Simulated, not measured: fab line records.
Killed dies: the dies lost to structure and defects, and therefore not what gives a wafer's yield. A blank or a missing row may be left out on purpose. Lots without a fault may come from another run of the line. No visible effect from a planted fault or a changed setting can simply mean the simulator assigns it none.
fab line records    flow sky130
record: lots: 6  wafers: 18  lastDay: 50
route steps=708 shown GATE_OXIDE@187 PAD_OPEN@708
lots with no fault: from the same line, run without faults
startH: start of the lot's first displayed wafer, in hours after the record's first day    waitH: hours elapsed since this lot's preceding step    " same as the row above    L1.1+2: a single row standing in for several wafers    - either no value or no given start    * or withheld: withheld    < > ~ a bound
route shown NAME@n: NAME is a module with steps in the file, n the number in the route of the first one    usual: mean/standard deviation of fault-free wafers    same: alike in all rows    chamber/n: place in a boat    sites: readings site by site    _std_site: standard deviation across them    _edge_site: inner sites' mean taken away from outer sites' mean    radiusMm: for every site, how far away it sits from the centre of the wafer    mask NAME#n: copy n    behind: the most recent tool/chamber to have shaped the wafer    hold: why the lot went on hold/how many hours it stayed there/how the hold came to an end    device: transistor that didn't switch, given as n, p or np    end of line: the tests these same wafers got at the end of their route    for a step that has no rows: nothing shown but its recipe    killed: dies lost to structure and defects at the first sort, not the wafer's yield    map: shows each die of a wafer: x if killed, . if not, _ if none is there
set.NAME: the setting as run; set.NAME@STEP: as run at that earlier step    model.NAME: the simulator's own value behind a step, which no gauge read
lots seen at some steps along the route; tables by step, rows by wafer
services: a tool's chamber out of use, with start hour (startH, from the record's first day; less than 0 if before it), hours out, and reason
== steps ==
step: SKY_GATE_OXIDE_CLEAN_00
recipe: chemistry: SC1/SC2  mix: 1:4:20  tempC: 70  timeS: 150  dry: n2Spin
step: SKY_GATE_OXIDE_OXIDATION_01
recipe: tempC: 900  ambient: O2  stabiliseS: 600  purgeS: 300  targetThkA: 102.68  oxTimeS: 1473
step: SKY_GATE_OXIDE_THK_MEAS_02
recipe: reads: SiO2_of_GATE_OXIDE_OXIDATION_01
usual: GATE_OXIDE_OXIDATION_00_THK: 10.31/0.15
lot.wafer  tool          chamber  startH  waitH  GATE_OXIDE_OXIDATION_00_THK[nm]
L197.1     filmMetro-04  -        363.04  0.0    10.29
L197.2     "             -        "       "      10.22
L197.4     "             -        "       "      10.04
L199.1     filmMetro-04  -        364.45  0.0    10.16
L199.5     "             -        "       "      10.19
L199.6     "             -        "       "      10.24
L200.1     filmMetro-02  -        377.83  0.0    10.38
L200.4     "             -        "       "      10.50
L200.6     "             -        "       "      10.29
L202.1     filmMetro-01  -        383.40  0.0    10.34
L202.3     "             -        "       "      10.33
L202.6     "             -        "       "      10.50
L208.1     filmMetro-04  -        438.56  0.0    10.48
L208.2     "             -        "       "      10.44
L208.4     "             -        "       "      10.39
L211.1     filmMetro-04  -        461.37  0.0    10.42
L211.4     "             -        "       "      10.35
L211.6     "             -        "       "      10.56
step: SKY_GATE_OXIDE_DEHYDRATE_03
recipe: tempC: 200  timeS: 60
step: SKY_GATE_OXIDE_HMDS_04
recipe: primeTimeS: 60  primeTempC: 120
step: SKY_GATE_OXIDE_COAT_05
recipe: resist: NOVOLAK  spinRpm: 3000  resistThkNm: 1140
step: SKY_GATE_OXIDE_SOFTBAKE_06
recipe: tempC: 90  timeS: 60  resist: NOVOLAK
step: SKY_GATE_OXIDE_EXPOSE_07
recipe: maskId: LVOM  na: 0.6  sourceShape: conventional  sigmaOuter: 0.6  polarization: unpolarized  targetCdNm: 600  doseMj: 170
step: SKY_GATE_OXIDE_PEB_08
recipe: tempC: withheld  timeS: *  resist: NOVOLAK
step: SKY_GATE_OXIDE_DEVELOP_09
recipe: resist: NOVOLAK  developer: TMAH  developTimeS: 60  devTempC: 23
step: SKY_GATE_OXIDE_OVL_MEAS_10
usual: GATE_OXIDE_OVL: 0.3/1.3
lot.wafer  tool        chamber  startH  waitH  GATE_OXIDE_OVL[nm]
L197.1     overlay-02  -        391.06  0.1    -1.3
L197.2     "           -        "       "      1.1
L197.4     "           -        "       "      0.0
L199.1     overlay-01  -        392.16  0.1    1.6
L199.5     "           -        "       "      1.5
L199.6     "           -        "       "      1.1
L200.1     overlay-01  -        405.73  0.1    -0.3
L200.4     "           -        "       "      0.8
L200.6     "           -        "       "      -1.8
L202.1     overlay-02  -        412.28  0.1    -2.9
L202.3     "           -        "       "      -1.4
L202.6     "           -        "       "      -1.7
L208.1     overlay-01  -        469.81  0.1    4.0
L208.2     "           -        "       "      0.4
L208.4     "           -        "       "      1.9
L211.1     overlay-01  -        491.61  0.1    0.1
L211.4     "           -        "       "      0.9
L211.6     "           -        "       "      0.4
step: SKY_GATE_OXIDE_IMPLANT_11
recipe: species: B  energyKev: 10  doseCm2: 2.6e+12  tiltDeg: withheld
step: SKY_GATE_OXIDE_WET_ETCH_12
recipe: chemistry: dHF  targetDepthNm: 16.8  dry: n2Spin  target: SiO2  dilution: 100:1  tempC: 25  timeS: 336
usual: bathHeatDutyPct: 6.1/0.68  runLengthS: 363/3.7
lot.wafer  tool         chamber  startH  waitH  bathHeatDutyPct  runLengthS  model.SiO2_of_FIELD_ISO_CVD_24.thkNm
L197.1     wetBench-04  3        391.24  0.1    4.7              368         363.5
L197.2     "            3        "       "      6.0              368         365.2
L197.4     "            3        "       "      6.5              368         361.7
L199.1     wetBench-03  3        392.34  0.1    -                -           384.4
L199.5     "            3        "       "      -                -           383.5
L199.6     "            3        "       "      -                -           381
L200.1     wetBench-01  0        405.92  0.1    -                -           382.5
L200.4     "            0        "       "      -                -           384.6
L200.6     "            0        "       "      -                -           382
L202.1     wetBench-03  2        412.47  0.1    6.3              360         362.5
L202.3     "            2        "       "      6.8              360         364
L202.6     "            2        "       "      6.0              360         362.7
L208.1     wetBench-04  0        469.99  0.1    5.4              361         366.6
L208.2     "            0        "       "      5.8              361         364.1
L208.4     "            0        "       "      6.4              361         364.1
L211.1     wetBench-03  1        491.79  0.1    6.3              363         362.2
L211.4     "            1        "       "      5.9              363         365
L211.6     "            1        "       "      5.8              363         362.9
step: SKY_GATE_OXIDE_STRIP_13
recipe: chemistry: O2/N2  powerW: 1400  pressureMtorr: 1500  platenTempC: withheld  o2FlowSccm: 3000  n2FlowSccm: 300  overashFraction: 0.5
usual: drypumpMotorCurrentA: 5.8/0.39  o2FlowSccm: 3000/9.7  oesProductAu: 0.716/0.0048  stripTimeToEndpointS: 14.18/0.041
lot.wafer  tool            chamber  startH  waitH  drypumpMotorCurrentA  o2FlowSccm  oesProductAu  rfHoursCounterH  stripTimeToEndpointS
L197.1     plasmaAsher-04  0        391.36  0.0    6.0                   3000        0.720         71               14.13
L197.2     "               1        "       "      5.4                   3000        0.716         71               14.14
L197.4     "               0        "       "      6.1                   2993        0.714         -                14.13
L199.1     plasmaAsher-04  1        392.45  0.0    5.3                   2992        0.707         71               14.22
L199.5     "               0        "       "      6.1                   3013        0.715         -                14.21
L199.6     "               1        "       "      5.4                   2993        0.727         -                14.22
L200.1     plasmaAsher-03  0        406.03  0.0    6.4                   2995        0.712         61               14.18
L200.4     "               1        "       "      6.1                   3010        0.722         -                14.20
L200.6     "               0        "       "      6.5                   2976        0.715         -                14.19
L202.1     plasmaAsher-04  1        412.57  0.0    5.3                   2998        0.706         73               14.14
L202.3     "               0        "       "      6.1                   3008        0.717         -                14.16
L202.6     "               1        "       "      5.3                   3001        0.712         -                14.18
L208.1     plasmaAsher-02  0        470.10  0.0    5.6                   3009        0.711         4                14.22
L208.2     "               1        "       "      5.6                   3013        0.711         4                14.18
L208.4     "               0        "       "      5.6                   3007        0.721         -                14.16
L211.1     plasmaAsher-03  1        491.89  0.0    6.1                   3023        0.722         69               14.11
L211.4     "               0        "       "      6.5                   2989        0.718         -                14.10
L211.6     "               0        "       "      6.5                   2990        0.714         -                14.13
step: SKY_GATE_OXIDE_TW_MEAS_14
usual: GATE_OXIDE_TW: 226.6/1.4
lot.wafer  tool          chamber  startH  waitH  GATE_OXIDE_TW
L197.1     filmMetro-02  -        391.46  0.1    227.4
L197.2     "             -        "       "      227.4
L197.4     "             -        "       "      227.6
L199.1     filmMetro-04  -        392.55  0.1    225.9
L199.5     "             -        "       "      225.5
L199.6     "             -        "       "      225.9
L200.1     filmMetro-04  -        406.13  0.1    224.7
L200.4     "             -        "       "      225.7
L200.6     "             -        "       "      223.6
L202.1     filmMetro-04  -        412.67  0.1    225.3
L202.3     "             -        "       "      226.1
L202.6     "             -        "       "      226.9
L208.1     filmMetro-04  -        470.20  0.1    223.7
L208.2     "             -        "       "      225.0
L208.4     "             -        "       "      224.7
L211.1     filmMetro-02  -        491.99  0.1    226.5
L211.4     "             -        "       "      226.2
L211.6     "             -        "       "      226.3
step: SKY_GATE_OXIDE_CLEAN_15
recipe: chemistry: SC1/SC2  mix: 1:4:20  tempC: 70  timeS: 150  dry: n2Spin
usual: bathGuardTempC: 70.28/0.29
lot.wafer  tool         chamber  startH  waitH  bathGuardTempC  model.SiO2_of_FIELD_ISO_CVD_24.thkNm
L197.1     wetBench-03  3        391.52  0.1    70.54           362.8
L197.2     "            3        "       "      70.61           364.5
L197.4     "            3        "       "      70.08           361
L199.1     wetBench-01  2        392.61  0.1    70.44           383.7
L199.5     "            2        "       "      70.22           382.8
L199.6     "            2        "       "      70.28           380.3
L200.1     wetBench-03  2        406.19  0.1    70.76           381.8
L200.4     "            2        "       "      70.48           383.9
L200.6     "            2        "       "      70.54           381.3
L202.1     wetBench-04  3        412.73  0.1    70.54           361.8
L202.3     "            3        "       "      70.43           363.3
L202.6     "            3        "       "      70.36           362
L208.1     wetBench-01  2        470.26  0.1    70.43           366
L208.2     "            2        "       "      70.19           363.4
L208.4     "            2        "       "      70.39           363.4
L211.1     wetBench-03  2        492.05  0.1    70.82           361.5
L211.4     "            2        "       "      70.58           364.3
L211.6     "            2        "       "      70.51           362.2
step: SKY_GATE_OXIDE_OXIDATION_16
recipe: tempC: 807  ambient: O2  idleTempC: 700  rampUpCPerMin: 10  rampDownCPerMin: 3  stabiliseS: 600  purgeS: 300  targetThkA: 35.7  oxTimeS: 1915
step: SKY_PAD_OPEN_PROBE_99
usual: killed_at_M0_to_M3: 44/6.8  killed_at_M4_up: 3.1/1.8  killedAtContacts: 25/5.2  killedAtFrontEnd: 15/4.1  killedAtOther: 0.3/0.62  killedDies: 88/9.4  killedOnRim: 17/3.7  killedOpen: 48/7.1  killedShort: 40/6.1
same: grossDies: 492  killedAtBackSide: 0
lot.wafer  tool       chamber  startH   waitH  hold                   killed_at_M0_to_M3  killed_at_M4_up  killedAtContacts  killedAtFrontEnd  killedAtOther  killedDies  killedOnRim  killedOpen  killedShort
L197.1     prober-02  -        1134.24  0.1    -                      46                  3                33                15                0              97          20           56          41
L197.2     prober-02  -        1134.29  0.1    -                      43                  1                33                11                0              88          12           51          37
L197.4     prober-02  -        1134.39  0.2    -                      59                  1                37                19                0              116         18           66          50
L199.1     prober-01  -        1141.11  0.1    awaitDispo/2.9h/scrap  34                  3                34                420               1              492         96           46          37
L199.5     prober-01  -        1141.31  0.2    awaitDispo/2.9h/scrap  48                  2                30                412               0              492         96           55          47
L199.6     prober-01  -        1141.36  0.2    awaitDispo/2.9h/scrap  40                  4                38                410               0              492         96           56          39
L200.1     prober-02  -        1146.60  0.1    awaitDispo/0.8h/scrap  33                  2                19                438               0              492         96           37          31
L200.4     prober-02  -        1146.75  0.2    awaitDispo/0.8h/scrap  46                  2                22                422               0              492         96           45          41
L200.6     prober-02  -        1146.85  0.2    awaitDispo/0.8h/scrap  50                  3                26                413               0              492         96           48          44
L202.1     prober-01  -        1151.63  0.1    -                      41                  3                16                11                0              71          12           39          32
L202.3     prober-01  -        1151.73  0.2    -                      49                  3                29                16                0              97          28           51          46
L202.6     prober-01  -        1151.88  0.2    -                      50                  0                28                23                0              101         20           54          47
L208.1     prober-02  -        1183.33  0.1    -                      52                  3                19                14                1              89          10           38          51
L208.2     prober-02  -        1183.38  0.1    -                      41                  4                33                11                1              90          19           50          40
L208.4     prober-02  -        1183.48  0.2    -                      43                  3                20                13                0              79          17           44          35
L211.1     prober-01  -        1192.00  0.1    -                      47                  2                18                15                1              83          16           49          33
L211.4     prober-01  -        1192.15  0.2    -                      43                  3                30                19                1              96          15           56          40
L211.6     prober-01  -        1192.25  0.2    -                      45                  3                26                15                1              90          17           57          32
killed by level:class
L197.1 CONTACT:geometricParticle:open=13 VIA1:geometricParticle:open=11 VIA2:geometricParticle:open=10 LI_CONTACT:geometricParticle:open=8 METAL2:geometricParticle:short=6 POLY_GATE:geometricParticle:open=5 VIA3:geometricParticle:open=5 FIELD_ISO:geometricParticle:short=4
L197.2 CONTACT:geometricParticle:open=14 VIA2:geometricParticle:open=9 LOCAL_INTERCONNECT:geometricParticle:short=7 VIA1:geometricParticle:open=7 VIA3:geometricParticle:open=6 CONTACT:geometricParticle:short=6 METAL1:geometricParticle:short=5 LI_CONTACT:geometricParticle:open=5
L197.4 CONTACT:geometricParticle:open=18 VIA1:geometricParticle:open=12 LI_CONTACT:geometricParticle:open=9 VIA3:geometricParticle:open=9 POLY_GATE:geometricParticle:short=7 VIA3:geometricParticle:short=7 VIA2:geometricParticle:open=6 METAL1:geometricParticle:short=6
L199.1 GATE_OXIDE:areaEtch=409 CONTACT:geometricParticle:open=10 LI_CONTACT:geometricParticle:open=9 CONTACT:geometricParticle:short=7 VIA1:geometricParticle:open=6 VIA2:geometricParticle:open=6 FIELD_ISO:geometricParticle:short=4 LOCAL_INTERCONNECT:geometricParticle:short=4
L199.5 GATE_OXIDE:areaEtch=390 LI_CONTACT:geometricParticle:open=9 VIA3:geometricParticle:open=8 VIA1:geometricParticle:open=8 CONTACT:geometricParticle:open=8 VIA2:geometricParticle:open=8 FIELD_ISO:geometricParticle:short=7 LOCAL_INTERCONNECT:geometricParticle:short=7
L199.6 GATE_OXIDE:areaEtch=397 CONTACT:geometricParticle:open=12 VIA1:geometricParticle:open=11 LI_CONTACT:geometricParticle:open=10 CONTACT:geometricParticle:short=8 LOCAL_INTERCONNECT:geometricParticle:short=6 VIA2:geometricParticle:open=5 VIA3:geometricParticle:open=5
L200.1 GATE_OXIDE:areaEtch=424 VIA3:geometricParticle:open=7 FIELD_ISO:geometricParticle:open=6 CONTACT:geometricParticle:open=6 METAL2:geometricParticle:short=6 LI_CONTACT:geometricParticle:open=5 VIA2:geometricParticle:open=5 METAL1:geometricParticle:short=4
L200.4 GATE_OXIDE:areaEtch=406 VIA1:geometricParticle:open=14 METAL1:geometricParticle:short=7 CONTACT:geometricParticle:open=6 VIA1:geometricParticle:short=6 LI_CONTACT:geometricParticle:open=5 LOCAL_INTERCONNECT:geometricParticle:short=5 VIA3:geometricParticle:open=5
L200.6 GATE_OXIDE:areaEtch=400 VIA1:geometricParticle:open=15 CONTACT:geometricParticle:open=10 METAL2:geometricParticle:short=7 VIA3:geometricParticle:open=7 CONTACT:geometricParticle:short=6 VIA1:geometricParticle:short=5 METAL3:geometricParticle:short=5
L202.1 CONTACT:geometricParticle:open=7 VIA2:geometricParticle:open=7 VIA1:geometricParticle:open=6 METAL3:geometricParticle:short=6 VIA3:geometricParticle:open=5 VIA3:geometricParticle:short=4 FIELD_ISO:geometricParticle:short=3 LI_CONTACT:geometricParticle:open=3
L202.3 VIA1:geometricParticle:open=11 CONTACT:geometricParticle:open=8 METAL1:geometricParticle:short=7 LI_CONTACT:geometricParticle:open=7 VIA2:geometricParticle:open=7 FIELD_ISO:geometricParticle:open=6 CONTACT:geometricParticle:short=6 VIA3:geometricParticle:open=6
L202.6 LI_CONTACT:geometricParticle:open=12 VIA1:geometricParticle:open=12 FIELD_ISO:geometricParticle:short=8 CONTACT:geometricParticle:open=7 METAL3:geometricParticle:short=7 FIELD_ISO:geometricParticle:open=6 METAL1:geometricParticle:short=6 VIA2:geometricParticle:open=6
L208.1 VIA2:geometricParticle:short=10 VIA2:geometricParticle:open=10 METAL1:geometricParticle:short=7 VIA1:geometricParticle:open=7 VIA3:geometricParticle:open=6 LOCAL_INTERCONNECT:geometricParticle:short=5 CONTACT:geometricParticle:short=5 POLY_GATE:geometricParticle:short=4
L208.2 VIA1:geometricParticle:open=13 CONTACT:geometricParticle:open=8 LI_CONTACT:geometricParticle:open=8 VIA1:geometricParticle:short=7 LOCAL_INTERCONNECT:geometricParticle:short=6 VIA2:geometricParticle:open=6 CONTACT:geometricParticle:short=5 LI_CONTACT:geometricParticle:short=4
L208.4 VIA1:geometricParticle:open=11 LOCAL_INTERCONNECT:geometricParticle:short=7 LI_CONTACT:geometricParticle:open=6 METAL2:geometricParticle:short=6 VIA2:geometricParticle:open=6 VIA3:geometricParticle:open=5 CONTACT:geometricParticle:open=4 FIELD_ISO:geometricParticle:open=3
L211.1 CONTACT:geometricParticle:open=12 VIA1:geometricParticle:open=12 VIA3:geometricParticle:open=8 VIA1:geometricParticle:short=6 VIA2:geometricParticle:open=6 FIELD_ISO:geometricParticle:open=5 CONTACT:geometricParticle:short=4 METAL2:geometricParticle:short=4
L211.4 CONTACT:geometricParticle:open=12 LI_CONTACT:geometricParticle:open=10 METAL1:geometricParticle:short=8 POLY_GATE:geometricParticle:open=7 VIA3:geometricParticle:open=7 VIA2:geometricParticle:open=7 FIELD_ISO:geometricParticle:short=6 VIA1:geometricParticle:open=5
L211.6 CONTACT:geometricParticle:open=13 VIA3:geometricParticle:open=9 VIA1:geometricParticle:open=8 VIA2:geometricParticle:open=8 LI_CONTACT:geometricParticle:open=6 METAL2:geometricParticle:short=5 FIELD_ISO:geometricParticle:open=4 POLY_GATE:geometricParticle:open=4
map L199.1 (x killed, . not)
__________xxxxxxxxxx_________
________xxxxxxxxxxxxxx_______
______xxxxxxxxxxxxxxxxxx_____
_____xxxxxxxxxxxxxxxxxxxx____
____xxxxxxxxxxxxxxxxxxxxxx___
___xxxxxxxxxxxxxxxxxxxxxxxx__
__xxxxxxxxxxxxxxxxxxxxxxxxxx_
_xxxxxxxxxxxxxxxxxxxxxxxxxxxx
_xxxxxxxxxxxxxxxxxxxxxxxxxxxx
_xxxxxxxxxxxxxxxxxxxxxxxxxxxx
_xxxxxxxxxxxxxxxxxxxxxxxxxxxx
_xxxxxxxxxxxxxxxxxxxxxxxxxxxx
_xxxxxxxxxxxxxxxxxxxxxxxxxxxx
_xxxxxxxxxxxxxxxxxxxxxxxxxxxx
_xxxxxxxxxxxxxxxxxxxxxxxxxxxx
__xxxxxxxxxxxxxxxxxxxxxxxxxx_
___xxxxxxxxxxxxxxxxxxxxxxxx__
____xxxxxxxxxxxxxxxxxxxxxx___
_____xxxxxxxxxxxxxxxxxxxx____
______xxxxxxxxxxxxxxxxxx_____
________xxxxxxxxxxxxxx_______
__________xxxxxxxxxx_________
map L200.1 (x killed, . not)
__________xxxxxxxxxx_________
________xxxxxxxxxxxxxx_______
______xxxxxxxxxxxxxxxxxx_____
_____xxxxxxxxxxxxxxxxxxxx____
____xxxxxxxxxxxxxxxxxxxxxx___
___xxxxxxxxxxxxxxxxxxxxxxxx__
__xxxxxxxxxxxxxxxxxxxxxxxxxx_
_xxxxxxxxxxxxxxxxxxxxxxxxxxxx
_xxxxxxxxxxxxxxxxxxxxxxxxxxxx
_xxxxxxxxxxxxxxxxxxxxxxxxxxxx
_xxxxxxxxxxxxxxxxxxxxxxxxxxxx
_xxxxxxxxxxxxxxxxxxxxxxxxxxxx
_xxxxxxxxxxxxxxxxxxxxxxxxxxxx
_xxxxxxxxxxxxxxxxxxxxxxxxxxxx
_xxxxxxxxxxxxxxxxxxxxxxxxxxxx
__xxxxxxxxxxxxxxxxxxxxxxxxxx_
___xxxxxxxxxxxxxxxxxxxxxxxx__
____xxxxxxxxxxxxxxxxxxxxxx___
_____xxxxxxxxxxxxxxxxxxxx____
______xxxxxxxxxxxxxxxxxx_____
________xxxxxxxxxxxxxx_______
__________xxxxxxxxxx_________
== services ==
tool            chamber  startH  hours  kind
plasmaAsher-02  -        421.25  9.0    pm
plasmaAsher-02  0        421.25  9.0    ventCycle
plasmaAsher-02  1        421.25  9.0    ventCycle
plasmaAsher-04  -        423.73  0.3    repair
plasmaAsher-02  0        430.25  -      clean
plasmaAsher-02  1        430.25  -      clean
plasmaAsher-03  -        465.74  1.2    repair
== key ==
firstSign: step: SKY_GATE_OXIDE_WET_ETCH_12  reading: toolRecord  direction: missing
effect: step: SKY_PAD_OPEN_PROBE_99  reading: killedAtFrontEnd  direction: up  sigmas: 99+  usual: 15  struck: 419
modelEffect: step: SKY_GATE_OXIDE_WET_ETCH_12  value: SiO2_of_FIELD_ISO_CVD_24.thkNm  without: 364.3  struck: 383
modelEffect: step: SKY_GATE_OXIDE_CLEAN_15  value: SiO2_of_FIELD_ISO_CVD_24.thkNm  without: 363.6  struck: 382.3
moreKillsBornAt: SKY_GATE_OXIDE_WET_ETCH_12@wetBench-01: 1230  SKY_GATE_OXIDE_WET_ETCH_12@wetBench-03: 1196
metAt SKY_GATE_OXIDE_WET_ETCH_12
struckWafers L199.1,L199.5,L199.6,L200.1,L200.4,L200.6
laterRowsLeftOut L199.1,L199.5,L199.6,L200.1,L200.4,L200.6
testerLeftOut L199,L200
fault: kind: skippedStepWhole  tool: wetBench-01,wetBench-03  chamber: -  onsetH: 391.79  steps: SKY_GATE_OXIDE_WET_ETCH_12  scope: struckLotsOnly
testerLeftOut: of these lots the tester's yield and bins aren't shown, on N5 and GAA mostly nor the transistor test; their killed dies are dies lost to structure and defects alone, not to doping, threshold or leakage, so they don't give the yield
laterRowsLeftOut: the simulator's readings of these wafers behind a module that went badly wrong aren't trusted and aren't shown, but for the sort
